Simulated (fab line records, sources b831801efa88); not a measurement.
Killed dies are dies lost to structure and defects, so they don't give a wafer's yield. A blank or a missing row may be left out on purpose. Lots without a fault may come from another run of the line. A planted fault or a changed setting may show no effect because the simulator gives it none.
Which tool did it? | flow sky130 | 11 lots, 33 wafers sampled, at 4 steps of a route of 708

WHAT THE GAUGES READ, wafer by wafer
SKY_SONOS_ONO_CD_MEAS_13: target cd 410 nm. Usual: cd_nm 410.4 nm, standard deviation 2.2.
lot  | measured     | on        | cd_nm (nm)        | flag
L154 | day 13 14:28 | cd_sem-01 | 409.0 410.7 409.2 |
L156 | day 14 05:07 | cd_sem-02 | 412.9 413.1 412.5 |
L157 | day 14 07:25 | cd_sem-02 | 410.8 409.6 410.7 |
L159 | day 14 12:19 | cd_sem-02 | 409.7 411.7 409.7 |
L162 | day 15 19:16 | cd_sem-01 | 412.9 411.2 411.8 |
L165 | day 16 15:15 | cd_sem-02 | 411.5 413.6 412.2 |
L167 | day 17 01:19 | cd_sem-01 | 406.0 406.9 407.3 |
L169 | day 17 21:17 | cd_sem-01 | 410.4 413.1 411.5 |
L170 | day 18 11:06 | cd_sem-02 | 410.4 410.9 412.3 |
L175 | day 20 08:01 | cd_sem-02 | 413.3 413.2 411.6 |
L177 | day 20 15:12 | cd_sem-01 | 413.0 412.3 411.9 |

SKY_GATE_OXIDE_TW_MEAS_14. Usual: GATE_OXIDE_TW 225.1, standard deviation 1.7.
lot  | measured     | on            | GATE_OXIDE_TW     | flag
L154 | day 14 18:44 | film_metro-03 | 226.5 226.3 226.6 |
L156 | day 15 10:20 | film_metro-03 | 227.2 227.8 225.9 |
L157 | day 15 13:10 | film_metro-03 | 226.5 227.7 227.1 |
L159 | day 15 17:35 | film_metro-02 | 223.1 223.0 221.7 |
L162 | day 17 02:53 | film_metro-02 | 225.5 223.2 223.9 |
L165 | day 17 23:29 | film_metro-03 | 227.7 228.2 226.9 |
L167 | day 18 10:53 | film_metro-02 | 222.7 222.4 222.6 |
L169 | day 19 06:26 | film_metro-02 | 223.8 223.2 223.3 |
L170 | day 19 22:32 | film_metro-03 | 225.2 225.3 224.6 |
L175 | day 21 18:34 | film_metro-02 | 225.0 225.1 224.9 |
L177 | day 22 02:04 | film_metro-04 | 226.5 227.0 226.6 |

SKY_POLY_GATE_THK_MEAS_21. Usual: POLY_GATE_OXIDATION_THK 3.99 nm, standard deviation 0.077.
lot  | measured     | on            | POLY_GATE_OXIDATION_THK (nm) | flag
L154 | day 17 09:17 | film_metro-01 | 4.00 4.09 4.04               |
L156 | day 18 05:06 | film_metro-01 | 4.07 4.13 4.07               |
L157 | day 18 06:37 | film_metro-02 | 3.95 3.99 4.03               |
L159 | day 18 16:27 | film_metro-03 | 4.04 3.96 4.00               |
L162 | day 19 23:13 | film_metro-01 | 3.98 3.92 3.90               |
L165 | day 20 20:02 | film_metro-01 | 6.59 6.64 6.60               | OFF
L167 | day 21 09:04 | film_metro-03 | 6.50 6.66 6.54               | OFF
L169 | day 22 04:59 | film_metro-03 | 6.52 6.58 6.47               | OFF
L170 | day 22 19:31 | film_metro-02 | 3.82 3.86 3.81               |
L175 | day 24 12:44 | film_metro-03 | 3.94 3.97 3.89               |
L177 | day 24 20:34 | film_metro-02 | 4.03 3.95 3.95               |

WHICH TOOL RAN EACH LOT (tool, then ch and the chambers of the sampled wafers, then the start)
lot  | SKY_POLY_GATE_OXIDATION_20
L154 | furnace-01 ch 0, day 17 08:01
L156 | furnace-01 ch 0, day 18 03:49
L157 | furnace-01 ch 0, day 18 05:22
L159 | furnace-01 ch 0, day 18 15:12
L162 | furnace-02 ch 0, day 19 21:58
L165 | furnace-01 ch 0, day 20 18:47
L167 | furnace-01 ch 0, day 21 07:49
L169 | furnace-01 ch 0, day 22 03:43
L170 | furnace-02 ch 0, day 22 18:16
L175 | furnace-02 ch 0, day 24 11:29
L177 | furnace-02 ch 0, day 24 19:19
- SKY_POLY_GATE_OXIDATION_20: stabilise 600 s, purge 300 s, target thk 4 nm.

WHAT THE TOOLS THEMSELVES READ (means of the sampled wafers that have a number; where no wafer has one, the mark that the record gives instead)
SKY_POLY_GATE_OXIDATION_20. Usual: spike_tc_bottom_C 870.0 C, standard deviation 2.5; spike_tc_centre_C 851.3 C, standard deviation 1.6; spike_tc_lower_C 849.9 C, standard deviation 0.97; spike_tc_top_C 863.2 C, standard deviation 0.9; spike_tc_upper_C 849.8 C, standard deviation 1.1; tube_center_temp_C 849.99 C, standard deviation 0.086; tube_center_temp_C_max 852.2, standard deviation 0.36; zone_power_lower_pct 17.1 %, standard deviation 0.72.
lot  | tool       | spike_tc_bottom_C (C) | spike_tc_centre_C (C) | spike_tc_lower_C (C) | spike_tc_top_C (C) | spike_tc_upper_C (C) | tube_center_temp_C (C) | tube_center_temp_C_max | zone_power_lower_pct (%) | flag
L154 | furnace-01 | 871.1                 | 849.1                 | 849.6                | 862.9              | 850.5                | 849.93                 | 852.1                  | 17.7                     |
L156 | furnace-01 | 871.8                 | 849.7                 | 850.4                | 863.4              | 850.5                | 850.01                 | 852.3                  | 17.5                     |
L157 | furnace-01 | 871.8                 | 850.7                 | 850.2                | 863.2              | 849.5                | 850.00                 | 852.0                  | 17.5                     |
L159 | furnace-01 | 873.2                 | 850.0                 | 850.5                | 862.6              | 849.3                | 849.98                 | 852.3                  | 17.7                     |
L162 | furnace-02 | 867.4                 | 853.1                 | 848.9                | 863.0              | 849.2                | 849.97                 | 852.3                  | 16.1                     |
L165 | furnace-01 | 913.0                 | 891.8                 | 891.9                | 903.0              | 890.7                | 891.61                 | 893.8                  | 19.3                     | OFF
L167 | furnace-01 | 912.9                 | 890.7                 | 891.5                | 903.4              | 891.6                | 891.59                 | 893.5                  | 19.4                     | OFF
L169 | furnace-01 | 913.0                 | 891.5                 | 892.1                | 904.2              | 891.4                | 891.61                 | 894.0                  | 19.7                     | OFF
L170 | furnace-02 | 867.1                 | 852.5                 | 849.7                | 863.0              | 849.8                | 849.96                 | 851.9                  | 16.3                     |
L175 | furnace-02 | 867.9                 | 852.9                 | 849.9                | 863.1              | 849.5                | 850.03                 | 852.0                  | 16.3                     |
L177 | furnace-02 | 868.8                 | 854.0                 | 850.6                | 864.3              | 850.3                | 849.93                 | 852.6                  | 16.2                     |

THE ANSWER, worked out from the rows above alone
Rule: a lot is off if the mean of its wafers that have a number lies more than 3 standard deviations from the usual mean. A lot without any number at a reading at which 4 lots or more have one is off too. The other lots that the step has rows for count as sound. The gauges are gone through in route order, then the tools' own readings, and for those a lot's mean is taken as printed above. The first step at which some lot is off is used, and at that step the reading that is off furthest; a lot without a number counts as furthest.
Off: L165, L167, L169, at SKY_POLY_GATE_THK_MEAS_21 (POLY_GATE_OXIDATION_THK).
A tool fits if, at a process step before that reading, it ran every lot that is off, and no sound lot after the first of them. The gauges at SKY_POLY_GATE_THK_MEAS_21 aren't tried: what is off there is off at SKY_POLY_GATE_OXIDATION_20 too, on other tools, and a gauge's error can't cause that. One fits: furnace-01 at SKY_POLY_GATE_OXIDATION_20. Its last sound lot is L159 (day 18 15:12), its first lot that is off L165 (day 20 18:47): a fault that began between those two fits.
The tool's own readings at SKY_POLY_GATE_OXIDATION_20 bear it out: on the lots that are off they differ by more than 5 times the standard deviation of the sound lots' means. spike_tc_bottom_C reads 913.0 C there against 869.9 C on the sound lots; spike_tc_centre_C reads 891.3 C there against 851.5 C on the sound lots; spike_tc_lower_C reads 891.8 C there against 850.0 C on the sound lots; spike_tc_top_C reads 903.5 C there against 863.2 C on the sound lots; spike_tc_upper_C reads 891.2 C there against 849.8 C on the sound lots; tube_center_temp_C reads 891.60 C there against 849.98 C on the sound lots; tube_center_temp_C_max reads 893.8 there against 852.2 on the sound lots.

WHAT THE SIMULATOR HAD PUT IN
Process parameter drift: furnace-01, from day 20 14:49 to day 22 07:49, at SKY_POLY_GATE_OXIDATION_20. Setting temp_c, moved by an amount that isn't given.
Lots struck among those shown: L165, L167, L169. The rule above found the same.
